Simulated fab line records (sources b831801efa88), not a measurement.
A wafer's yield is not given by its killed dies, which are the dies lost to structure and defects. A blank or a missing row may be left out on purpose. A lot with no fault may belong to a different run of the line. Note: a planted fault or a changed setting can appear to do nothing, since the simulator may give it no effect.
Split-lot study :: flow gf180mcu :: 5 lots, 23 wafers read, on a route of 602 steps

## ABOUT THE SPLIT
At GF_POLY_GATE_ETCH_13 (etches poly-Si in HBr/Cl2, stops on SiO2, target depth 198.5 nm, time 69.6 s), the setting time-s was moved away from the recipe's 69.6 s on 5 of the 23 wafers read, by -13.1% to -11.2%. This setting was run at the recipe's value on the other wafers.

The reading is taken at the split's own step.

## THE READING
POLY_GATE.feature-depth-nm (the simulator's own value, which no gauge read), in nm, at GF_POLY_GATE_ETCH_13 (etches poly-Si in HBr/Cl2, stops on SiO2, target depth 198.5 nm, time 69.6 s). The file gives no usual value for it. Across the 18 wafers here that went through the recipe, the average is 195.0 nm and the standard deviation 1.9 nm.

wafer: L075.1
tool, chamber at the split: rie-si-02, 0
time-s as run, s: 69.6
against the recipe: recipe
POLY_GATE.feature-depth-nm, nm: 194.3
against lot-mates on the recipe: -

wafer: L075.2
tool, chamber at the split: rie-si-02, 2
time-s as run, s: 69.6
against the recipe: recipe
POLY_GATE.feature-depth-nm, nm: 193.6
against lot-mates on the recipe: -

wafer: L075.3
tool, chamber at the split: rie-si-02, 1
time-s as run, s: 69.6
against the recipe: recipe
POLY_GATE.feature-depth-nm, nm: 192.7
against lot-mates on the recipe: -

wafer: L075.5
tool, chamber at the split: rie-si-02, 0
time-s as run, s: 69.6
against the recipe: recipe
POLY_GATE.feature-depth-nm, nm: 193.8
against lot-mates on the recipe: -

wafer: L075.6
tool, chamber at the split: rie-si-02, 3
time-s as run, s: 69.6
against the recipe: recipe
POLY_GATE.feature-depth-nm, nm: 194.8
against lot-mates on the recipe: -

wafer: L076.1
tool, chamber at the split: rie-si-02, 1
time-s as run, s: 60.45
against the recipe: -13.1%
POLY_GATE.feature-depth-nm, nm: 172.4
against lot-mates on the recipe: -25.8

wafer: L076.2
tool, chamber at the split: rie-si-02, 0
time-s as run, s: 69.6
against the recipe: recipe
POLY_GATE.feature-depth-nm, nm: 199.6
against lot-mates on the recipe: -

wafer: L076.3
tool, chamber at the split: rie-si-02, 3
time-s as run, s: 69.6
against the recipe: recipe
POLY_GATE.feature-depth-nm, nm: 196.7
against lot-mates on the recipe: -

wafer: L076.5
tool, chamber at the split: rie-si-02, 1
time-s as run, s: 60.45
against the recipe: -13.1%
POLY_GATE.feature-depth-nm, nm: 173.1
against lot-mates on the recipe: -25.1

wafer: L076.6
tool, chamber at the split: rie-si-02, 2
time-s as run, s: 69.6
against the recipe: recipe
POLY_GATE.feature-depth-nm, nm: 198.3
against lot-mates on the recipe: -

wafer: L079.1
tool, chamber at the split: rie-si-02, 0
time-s as run, s: 69.6
against the recipe: recipe
POLY_GATE.feature-depth-nm, nm: 192.9
against lot-mates on the recipe: -

wafer: L079.2
tool, chamber at the split: rie-si-02, 1
time-s as run, s: 69.6
against the recipe: recipe
POLY_GATE.feature-depth-nm, nm: 194
against lot-mates on the recipe: -

wafer: L079.3
tool, chamber at the split: rie-si-02, 2
time-s as run, s: 69.6
against the recipe: recipe
POLY_GATE.feature-depth-nm, nm: 192.6
against lot-mates on the recipe: -

wafer: L079.4
tool, chamber at the split: rie-si-02, 3
time-s as run, s: 69.6
against the recipe: recipe
POLY_GATE.feature-depth-nm, nm: 193.7
against lot-mates on the recipe: -

wafer: L079.5
tool, chamber at the split: rie-si-02, 1
time-s as run, s: 69.6
against the recipe: recipe
POLY_GATE.feature-depth-nm, nm: 195
against lot-mates on the recipe: -

wafer: L080.1
tool, chamber at the split: rie-si-01, 1
time-s as run, s: 69.6
against the recipe: recipe
POLY_GATE.feature-depth-nm, nm: 196.5
against lot-mates on the recipe: -

wafer: L080.2
tool, chamber at the split: rie-si-01, 2
time-s as run, s: 69.6
against the recipe: recipe
POLY_GATE.feature-depth-nm, nm: 195.1
against lot-mates on the recipe: -

wafer: L080.6
tool, chamber at the split: rie-si-01, 1
time-s as run, s: 69.6
against the recipe: recipe
POLY_GATE.feature-depth-nm, nm: 194.2
against lot-mates on the recipe: -

wafer: L085.1
tool, chamber at the split: rie-si-01, 1
time-s as run, s: 61.83
against the recipe: -11.2%
POLY_GATE.feature-depth-nm, nm: 176.3
against lot-mates on the recipe: -19.8

wafer: L085.2
tool, chamber at the split: rie-si-01, 2
time-s as run, s: 61.83
against the recipe: -11.2%
POLY_GATE.feature-depth-nm, nm: 179.4
against lot-mates on the recipe: -16.7

wafer: L085.4
tool, chamber at the split: rie-si-01, 3
time-s as run, s: 61.83
against the recipe: -11.2%
POLY_GATE.feature-depth-nm, nm: 177.5
against lot-mates on the recipe: -18.6

wafer: L085.5
tool, chamber at the split: rie-si-01, 1
time-s as run, s: 69.6
against the recipe: recipe
POLY_GATE.feature-depth-nm, nm: 196
against lot-mates on the recipe: -

wafer: L085.6
tool, chamber at the split: rie-si-01, 0
time-s as run, s: 69.6
against the recipe: recipe
POLY_GATE.feature-depth-nm, nm: 196.1
against lot-mates on the recipe: -

FIT RESULTS
A straight line over all 23 wafers: POLY_GATE.feature-depth-nm changes by +1.62 nm for each +1% of time-s; r = +0.98; the points scatter about the line by 1.8 nm.
The same after taking each lot's own level away (the mean of its wafers on the recipe; 23 wafers): +1.79 nm for each +1%; r = +0.99; scatter 1.3 nm.
According to that fit, moving time-s by its largest amount changes the reading by 23 nm.
The lots' own levels span 193.64 to 198.20 nm, that is 2.5 times the standard deviation above.
The two slopes agree, so the slope changes little with the lot-to-lot level.
Check: -22.7 nm against its lot-mates is what the line predicts for one of the wafers moved furthest among these (-13.1%) when that wafer is left out of the fit. It came out at -25.8 nm against them.

## ADDITIONAL SPLITS CARRIED BY THESE WAFERS
Note: prior to the reading, these wafers also went through further splits. Each is held against what the fit with the lots' levels taken away leaves over:
other split on the same wafers: GF_DUAL_GATE_SOFTBAKE_07 temp-c
wafers away from the commonest value: 7
r with POLY_GATE.feature-depth-nm (lot level and that fit taken away): -0.10

## FILE'S OWN FIT
POLY_GATE.feature-depth-nm changes by +1.81 nm for each +1% of time-s, r = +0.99.
